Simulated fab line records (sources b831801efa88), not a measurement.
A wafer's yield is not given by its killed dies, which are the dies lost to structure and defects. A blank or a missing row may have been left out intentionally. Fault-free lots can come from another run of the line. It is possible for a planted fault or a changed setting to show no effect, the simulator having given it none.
Matching of chambers	flow sfqLine	SFQ_TRILAYER_I6_VIA_BARC_OPEN_VIA_ETCH_235 on rieDiel-03: 4 sister chambers
The step etches BARC in O2, target depth 125 nm, time 41.7 s. 4 wafers are shown with their chamber, then 7 later ones without.

## WAFERS WITH THEIR CHAMBER
wafer	chamber	drypumpMotorCurrentA (A)
L308.5	0	5.7
L308.6	3	5.9
L310.2	1	5.7
L310.4	2	5.5

## WAFERS WITH NO CHAMBER GIVEN
wafer	drypumpMotorCurrentA (A)
L310.6	5.8
L311.2	5.5
L311.3	5.9
L311.4	5.6
L313.1	5.9
L313.3	5.5
L313.6	5.5

## WHICH CHAMBER EACH ONE RAN IN
wafer	from the rows above	in truth
L310.6	can't be placed: 0 or 1 or 3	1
L311.2	2	2
L311.3	3	3
L311.4	can't be placed: 2 or 0 or 1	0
L313.1	3	3
L313.3	2	2
L313.6	2	2
Placed correctly: 5 of 7. From these rows, 2 cannot be placed; in 2 the true chamber is one of the candidates. Placed wrongly: 0.
How it was worked out, from the rows above alone: a wafer's distance from a chamber is the root of the sum, over the readings, of the square of ((its reading less the chamber's mean) divided by the reading's scatter). The wafer belongs to the nearest chamber; if the next one is less than 2 further off, it can't be placed. For every chamber, the mean is computed from those of its wafers that are shown. The scatter: with one shown wafer a chamber, the root of the mean of the squares of how far each hidden wafer lies from its nearest shown one.
